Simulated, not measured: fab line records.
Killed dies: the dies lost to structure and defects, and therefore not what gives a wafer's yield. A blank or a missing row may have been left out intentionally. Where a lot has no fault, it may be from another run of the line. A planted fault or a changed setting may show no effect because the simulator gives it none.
Chamber matching -- flow gf180mcu -- GF_V1_CMP_26 on cmp-01 has 4 sister chambers
The step polishes, stops on SiO2, t overpolish 15 s, target thk 0 nm. 4 wafers are shown with their chamber, then 8 later ones without.

WAFERS, EACH WITH ITS CHAMBER
wafer,chamber,motor_current_A (A)
L945.3,0,10.0
L955.5,3,13.0
L957.6,2,13.1
L962.1,1,9.9

WAFERS WITHOUT THEIR CHAMBER
wafer,motor_current_A (A)
L962.2,12.8
L962.5,10.2
L966.1,12.9
L966.4,10.0
L966.5,13.4
L967.1,12.6
L967.2,9.3
L967.6,9.4

WHICH CHAMBER EACH WENT THROUGH
wafer,from the rows above,in truth
L962.2,can't be placed: 3 or 2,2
L962.5,can't be placed: 0 or 1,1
L966.1,can't be placed: 3 or 2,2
L966.4,can't be placed: 0 or 1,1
L966.5,can't be placed: 2 or 3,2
L967.1,can't be placed: 3 or 2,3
L967.2,can't be placed: 1 or 0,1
L967.6,can't be placed: 1 or 0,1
Correctly placed: 0 of 8. From these rows, 8 cannot be placed; in 8 the true chamber is one of the candidates. Number placed wrongly: 0.
How it was worked out, from the rows above alone: a wafer's distance from a chamber is the root of the sum, over the readings, of the square of ((its reading less the chamber's mean) divided by the reading's scatter). If the next closest chamber is less than 2 further off than the closest, the wafer can't be placed; otherwise it belongs to the closest. Each chamber's mean is taken over the wafers shown for it. The scatter: with one shown wafer a chamber, the root of the mean of the squares of how far each hidden wafer lies from its nearest shown one.
